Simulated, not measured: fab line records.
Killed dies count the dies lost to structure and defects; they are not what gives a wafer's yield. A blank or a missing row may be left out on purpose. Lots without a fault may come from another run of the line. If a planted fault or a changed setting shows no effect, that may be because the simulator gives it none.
8D (eight disciplines) problem report, filled in by code | flow sky130 | the parts of the form that need people (team, actions taken, sign-off) are left out

== 1. THE PROBLEM ==
CAPM_CVD_00_THK at SKY_CAPM_THK_MEAS_01 reads a mean of 26.88 nm on 1 wafer of 1 lot; wafers without a fault read 15.46 nm with a standard deviation of 0.22. That puts it +52 standard deviations away from the usual mean.
Earliest sighting: wafer L105.5 on film metro-02 at day 39 21:33. Wafers with a number at this step in the record: 33, from 11 lots. Rule for "out", or "out of limits": more than 4 standard deviations from the usual mean. All remaining wafers that have a number are taken as sound.

== 2. WHAT IT IS AND WHAT IT IS NOT ==
question                    | is                | is not
which readings at this step | CAPM_CVD_00_THK   | -
which lots                  | L105              | L101, L108, L110, L111, L113, L114, L115, L994, L996, L998
which wafers of those lots  | L105.5            | L105.2, L105.3
read on which gauges        | film metro-02     | film metro-03, film metro-04
when                        | from day 39 21:33 | up to then (14 sound wafers); but 18 sound wafers of L108, L110, L111, L113, L114, L115 came after

== 3. SUSPECTS, AND WHAT RULES EACH OUT ==
Counting: any tool at a process step up to the reading remains a suspect provided it ran every lot that is out. Sound lots after the first of them don't rule it out here, since some wafers of a struck lot are sound.
- ruled out: the gauge at SKY_CAPM_THK_MEAS_01. All the wafers that are out were read on film metro-02, but those of them that SKY_METAL3_ETCH_17 has rows for are out there too, on other tools.
- plasma asher-03 at SKY_GATE_OXIDE_STRIP_13 (strips in O2/N2): kept. It ran the lot that is out, L105 (day 17 18:46).
- pvd sputter-04 at SKY_METAL1_SPUTTER_01 (material TiN, target thk 20 nm, time 16.7 s): kept. It ran the lot that is out, L105 (day 35 08:25).
- pecvd-01 at SKY_CAPM_CVD_00 (deposits SiO2, target thk 15.5 nm): kept. The lot that is out, L105, ran on it at day 39 21:31; the last sound lot it ran before that was L994, at day 36 10:49.
- Within plasma asher-03 at SKY_GATE_OXIDE_STRIP_13: the wafers that are out ran in chamber 1; their sound lot-mates ran in chamber 0.
- Within pecvd-01 at SKY_CAPM_CVD_00: the wafers that are out ran in chamber 1; their sound lot-mates ran in chamber 0.
The count leaves plasma asher-03 at SKY_GATE_OXIDE_STRIP_13, pvd sputter-04 at SKY_METAL1_SPUTTER_01, and pecvd-01 at SKY_CAPM_CVD_00.

== 4. THE CAUSE (what the simulator had put in) ==
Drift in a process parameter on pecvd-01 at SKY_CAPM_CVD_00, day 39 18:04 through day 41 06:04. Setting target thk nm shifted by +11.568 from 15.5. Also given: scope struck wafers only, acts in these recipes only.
Of the 3 suspects that counting leaves, this tool is one.

== 5. SEQUENCE OF EFFECTS, ordered by route ==
One row per reading whose mean, taken over the struck wafers that have a number, lies over 3 standard deviations from the usual. Scope: only readings with a usual standard deviation given in the record; hours: median across lots of the time from each lot's start at the first step in this table that gives one to its start at this step; sigmas: change in usual standard deviations.
hours | step                 | reading         | usual      | on struck wafers | change | sigmas
0     | SKY_CAPM_THK_MEAS_01 | CAPM_CVD_00_THK | 15.46 nm   | 26.88            | +11.42 | +52
50    | SKY_METAL3_ETCH_17   | oes product au  | 0.753 a.u. | 0.996            | +0.243 | +33
The process steps in it:
- SKY_METAL3_ETCH_17: etches SiO2 in C4F8/O2/Ar, stops on TiN, time 3.9 s, target depth 15 nm.

== 6. WHAT WOULD HAVE CAUGHT IT SOONER ==
Counted from the fault's start at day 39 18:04, it took 3 hours until the first out-of-limits reading at a measuring or inspecting step in this record, taken at day 39 21:33.
Tool readings at SKY_CAPM_CVD_00 with a usual standard deviation given in the record: none out on any struck wafer, hence no alarm at a limit of 4 standard deviations on them.
Lots out: 1; all had begun SKY_CAPM_CVD_00 on pecvd-01 by day 39 21:33. Had the tool been put on hold then, not one of them would have been saved.
